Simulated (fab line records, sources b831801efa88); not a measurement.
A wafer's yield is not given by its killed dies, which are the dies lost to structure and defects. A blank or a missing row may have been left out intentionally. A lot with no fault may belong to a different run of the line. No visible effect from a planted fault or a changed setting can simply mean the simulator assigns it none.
Which tool is to blame? | flow sfq-line | 14 lots, 42 wafers sampled, at 5 steps of a route of 325

## WHAT EACH GAUGE READ, for each wafer
SFQ_M5_OVL_MEAS_932. Usual: M5_OVL gives 1 nm (standard deviation 5.1).
lot  | measured     | on         | M5_OVL (nm) | flag
L353 | day 59 15:52 | overlay-01 | 12 4 -7     |
L354 | day 59 17:04 | overlay-02 | 5 6 6       |
L360 | day 64 16:29 | overlay-02 | -4 1 -7     |
L361 | day 65 21:05 | overlay-01 | 2 2 -1      |
L362 | day 66 01:53 | overlay-01 | 1 -2 -2     |
L366 | day 70 06:59 | overlay-01 | -1 7 1      |
L367 | day 71 03:23 | overlay-02 | 6 2 11      |
L369 | day 71 14:11 | overlay-02 | -10 0 -1    |
L370 | day 71 21:56 | overlay-01 | 10 -4 -1    |
L371 | day 72 19:14 | overlay-02 | -4 -7 -1    |
L372 | day 73 08:27 | overlay-01 | 2 9 2       |
L374 | day 74 19:27 | overlay-01 | 11 5 10     |
L375 | day 75 06:14 | overlay-02 | -6 -6 2     |
L376 | day 75 11:02 | overlay-02 | -5 3 -2     |

SFQ_M7_RS_MEAS_943: measurement is done with a four-point probe. Usual: M7_NB_RS gives 0.897 ohm/sq (standard deviation 0.0093).
lot  | measured     | on            | M7_NB_RS (ohm/sq)                   | flag
L353 | day 71 09:48 | film-metro-02 | 0.892 0.884 0.902                   |
L354 | day 71 12:13 | film-metro-04 | 0.905 0.901 0.906                   |
L360 | day 75 21:50 | film-metro-02 | 0.901 0.908 0.910                   |
L361 | day 75 20:39 | film-metro-04 | 0.795 0.892 0.894 0.796 0.889 0.895 | OFF
L362 | day 75 23:03 | film-metro-02 | 0.794 0.900 0.901 0.795 0.900 0.901 | OFF
L366 | day 82 04:20 | film-metro-04 | 0.913 0.914 0.915                   |
L367 | day 82 05:32 | film-metro-04 | 0.892 0.890 0.885                   |
L369 | day 82 16:44 | film-metro-04 | 0.888 0.891 0.894                   |
L370 | day 84 01:41 | film-metro-01 | 0.911 0.923 0.922                   |
L371 | day 84 21:09 | film-metro-04 | 0.900 0.892 0.901                   |
L372 | day 84 23:41 | film-metro-01 | 0.899 0.897 0.895                   |
L374 | day 86 03:52 | film-metro-04 | 0.898 0.887 0.888                   |
L375 | day 86 09:23 | film-metro-02 | 0.896 0.896 0.891                   |
L376 | day 88 04:23 | film-metro-02 | 0.892 0.891 0.889                   |

## WHICH TOOL RAN EACH LOT (tool, then ch and the chambers of the sampled wafers, then the start)
lot  | SFQ_TRILAYER_A5B_METRO_MEASURE_131 | SFQ_TRILAYER_M6_STRIP_STRIP_163   | SFQ_TRILAYER_M7_DEP_SPUTTER_175
L353 | film-metro-02, day 59 20:02        | rie-metal-03 ch 0,1, day 70 23:13 | pvd-sputter-03, day 71 09:43
L354 | film-metro-02, day 59 21:50        | rie-metal-02 ch 0,1, day 71 00:25 | pvd-sputter-04, day 71 12:07
L360 | film-metro-04, day 64 23:32        | rie-metal-01 ch 0, day 73 13:17   | pvd-sputter-04, day 75 21:44
L361 | film-metro-02, day 66 04:35        | rie-metal-02 ch 0,1, day 73 14:11 | pvd-sputter-03, day 75 20:32
L362 | film-metro-02, day 66 08:07        | rie-metal-02 ch 0,1, day 73 17:07 | pvd-sputter-03, day 75 22:56
L366 | film-metro-04, day 70 11:09        | rie-metal-01 ch 0,1, day 81 15:03 | pvd-sputter-03, day 82 04:14
L367 | film-metro-01, day 71 11:09        | rie-metal-03 ch 0,1, day 81 18:39 | pvd-sputter-04, day 82 05:26
L369 | film-metro-02, day 71 23:09        | rie-metal-02 ch 0,1, day 82 07:06 | pvd-sputter-03, day 82 16:38
L370 | film-metro-04, day 72 07:34        | rie-metal-02 ch 0,1, day 83 16:14 | pvd-sputter-03, day 84 01:35
L371 | film-metro-02, day 72 23:24        | rie-metal-01 ch 0,1, day 84 12:38 | pvd-sputter-04, day 84 21:04
L372 | film-metro-02, day 73 13:39        | rie-metal-01 ch 0,1, day 84 15:10 | pvd-sputter-05, day 84 23:35
L374 | film-metro-04, day 74 23:58        | rie-metal-03 ch 0,1, day 85 18:44 | pvd-sputter-03, day 86 03:45
L375 | film-metro-02, day 75 10:24        | rie-metal-02 ch 0,1, day 86 00:52 | pvd-sputter-04, day 86 09:18
L376 | film-metro-01, day 75 15:12        | rie-metal-01 ch 0,1, day 86 09:43 | pvd-sputter-05, day 88 04:17
- SFQ_TRILAYER_A5B_METRO_MEASURE_131
- SFQ_TRILAYER_M6_STRIP_STRIP_163: strips in O2.
- SFQ_TRILAYER_M7_DEP_SPUTTER_175: material Nb, target thk 200 nm, time 133.3 s.

## AS READ BY THE TOOLS THEMSELVES (means over the sampled wafers that have a number; for cases with no such wafer, the mark the record gives instead)
SFQ_TRILAYER_A5B_METRO_MEASURE_131. Usual: thk-nm reads 340 nm (standard deviation 6.1).
lot  | tool          | thk-nm (nm) | flag
L353 | film-metro-02 | 340         |
L354 | film-metro-02 | 334         |
L360 | film-metro-04 | 338         |
L361 | film-metro-02 | 341         |
L362 | film-metro-02 | 343         |
L366 | film-metro-04 | 340         |
L367 | film-metro-01 | 347         |
L369 | film-metro-02 | 340         |
L370 | film-metro-04 | 337         |
L371 | film-metro-02 | 339         |
L372 | film-metro-02 | 343         |
L374 | film-metro-04 | 336         |
L375 | film-metro-02 | 332         |
L376 | film-metro-01 | 338         |

SFQ_TRILAYER_M6_STRIP_STRIP_163. Usual: drypump-motor-current-A 5.7 A, standard deviation 0.46; oes-product-au 1.000 a.u., standard deviation 0.0095; platen-temp-c 40.01 C, standard deviation 0.12.
lot  | tool         | drypump-motor-current-A (A) | oes-product-au (a.u.) | platen-temp-c (C) | flag
L353 | rie-metal-03 | 6.1                         | 1.002                 | 40.10             |
L354 | rie-metal-02 | 5.3                         | 0.993                 | 39.84             |
L360 | rie-metal-01 | 6.1                         | 1.007                 | 39.86             |
L361 | rie-metal-02 | 5.2                         | 1.001                 | 39.94             |
L362 | rie-metal-02 | 5.1                         | 0.995                 | 39.93             |
L366 | rie-metal-01 | 6.1                         | 0.997                 | 40.02             |
L367 | rie-metal-03 | 6.1                         | 1.013                 | 40.05             |
L369 | rie-metal-02 | 5.2                         | 0.994                 | 40.11             |
L370 | rie-metal-02 | 5.3                         | 0.990                 | 39.98             |
L371 | rie-metal-01 | 6.1                         | 0.992                 | 39.97             |
L372 | rie-metal-01 | 6.1                         | 0.994                 | 39.99             |
L374 | rie-metal-03 | 6.1                         | 0.994                 | 39.96             |
L375 | rie-metal-02 | 5.2                         | 0.989                 | 40.03             |
L376 | rie-metal-01 | 6.1                         | 0.996                 | 39.93             |

SFQ_TRILAYER_M7_DEP_SPUTTER_175. Usual: throttle-valve-pct reads 30.2 % (standard deviation 1.2).
lot  | tool           | throttle-valve-pct (%) | flag
L353 | pvd-sputter-03 | 30.9                   |
L354 | pvd-sputter-04 | 29.0                   |
L360 | pvd-sputter-04 | 31.2                   |
L361 | pvd-sputter-03 | 31.0                   |
L362 | pvd-sputter-03 | 30.8                   |
L366 | pvd-sputter-03 | 30.4                   |
L367 | pvd-sputter-04 | 30.0                   |
L369 | pvd-sputter-03 | 30.8                   |
L370 | pvd-sputter-03 | 29.8                   |
L371 | pvd-sputter-04 | 29.1                   |
L372 | pvd-sputter-05 | 30.4                   |
L374 | pvd-sputter-03 | 30.4                   |
L375 | pvd-sputter-04 | 29.6                   |
L376 | pvd-sputter-05 | 29.9                   |

## THE ANSWER, worked out from the rows above alone
Rule: a lot counts as off when the mean over its wafers that have a number is more than 3 standard deviations away from the usual mean. A lot without any number at a reading at which 4 lots or more have one is off too. Where the step has rows for the other lots, those lots are counted as sound. First the gauges in route order, then the tools' own readings, where a lot's mean is used as printed above. The first step at which some lot is off is used, and at that step the reading that is off furthest; a lot without a number counts as furthest.
Off: L361, L362, seen at SFQ_M7_RS_MEAS_943 (M7_NB_RS).
A tool fits if, at a process step before that reading, it ran every lot that is off, and no sound lot after the first of them. Those tools and the gauges at SFQ_M7_RS_MEAS_943 are tried in the same way. No candidate that was tried fits.

## WHAT WAS PUT IN BY THE SIMULATOR
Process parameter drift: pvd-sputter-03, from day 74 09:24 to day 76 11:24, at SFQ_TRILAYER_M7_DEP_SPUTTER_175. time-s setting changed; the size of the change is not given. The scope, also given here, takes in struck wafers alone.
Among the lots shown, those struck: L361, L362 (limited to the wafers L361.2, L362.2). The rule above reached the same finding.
